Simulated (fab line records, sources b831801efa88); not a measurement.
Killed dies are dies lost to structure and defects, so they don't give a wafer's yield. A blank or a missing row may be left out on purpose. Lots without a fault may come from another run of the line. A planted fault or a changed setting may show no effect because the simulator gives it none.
Which tool did it? | flow sky130 | 11 lots, 33 wafers sampled, at 2 steps of a route of 708

WHAT THE GAUGES READ, wafer by wafer
SKY_CONTACT_THK_MEAS_01.
lot  | measured     | on            | CONTACT_CVD_00_THK (nm)
L556 | day 30 10:40 | film_metro-04 | 74.4 75.4 75.5
L557 | day 30 14:59 | film_metro-04 | 74.3 75.3 75.6
L558 | day 30 20:36 | film_metro-02 | 75.8 73.0 74.8
L559 | day 31 08:59 | film_metro-01 | 74.7 72.1 73.6
L568 | day 34 09:49 | film_metro-01 | 74.1 74.0 76.7
L572 | day 35 06:53 | film_metro-02 | 73.4 72.9 74.5
L575 | day 36 10:13 | film_metro-04 | 73.4 74.6 74.8
L576 | day 36 15:17 | film_metro-04 | 74.5 73.1 76.2
L577 | day 37 06:04 | film_metro-04 | 73.2 73.2 74.9
L578 | day 37 08:29 | film_metro-01 | 73.8 76.0 76.2
L579 | day 38 19:36 | film_metro-02 | 74.1 75.8 74.4

WHICH TOOL RAN EACH LOT (tool, then ch and the chambers of the sampled wafers, then the start)
lot  | SKY_CONTACT_CVD_00
L556 | pecvd-02 ch 0,2, day 30 10:36
L557 | pecvd-04 ch 0,2, day 30 14:58
L558 | pecvd-04 ch 0,2, day 30 20:34
L559 | pecvd-03 ch 0,2, day 31 08:58
L568 | pecvd-02 ch 0,2, day 34 09:46
L572 | pecvd-02 ch 0,1,2, day 35 06:52
L575 | pecvd-03 ch 1,2, day 36 10:11
L576 | pecvd-04 ch 0,1,2, day 36 15:16
L577 | pecvd-04 ch 0,2, day 37 06:01
L578 | pecvd-03 ch 0,2, day 37 08:26
L579 | pecvd-02 ch 0,2, day 38 19:33
- SKY_CONTACT_CVD_00: deposits Si3N4, target thk 75 nm.

THE ANSWER, worked out from the rows above alone
Rule: what is usual is taken from the lots themselves. Put in order of their means at a reading, lots are off if they are a third of the lots or fewer, leave a main group of 4 or more, and stand apart from it by a gap of 3 or more times the standard deviation of the main group's means; of several such gaps the widest counts. A main group whose means are all the same, to the digits that the tables above print for the reading, isn't used. A lot without any number at a reading at which 4 lots or more have one is off too. The other lots that the step has rows for count as sound.
No lot is off at any reading shown: from this, nothing can be told.

WHAT THE SIMULATOR HAD PUT IN
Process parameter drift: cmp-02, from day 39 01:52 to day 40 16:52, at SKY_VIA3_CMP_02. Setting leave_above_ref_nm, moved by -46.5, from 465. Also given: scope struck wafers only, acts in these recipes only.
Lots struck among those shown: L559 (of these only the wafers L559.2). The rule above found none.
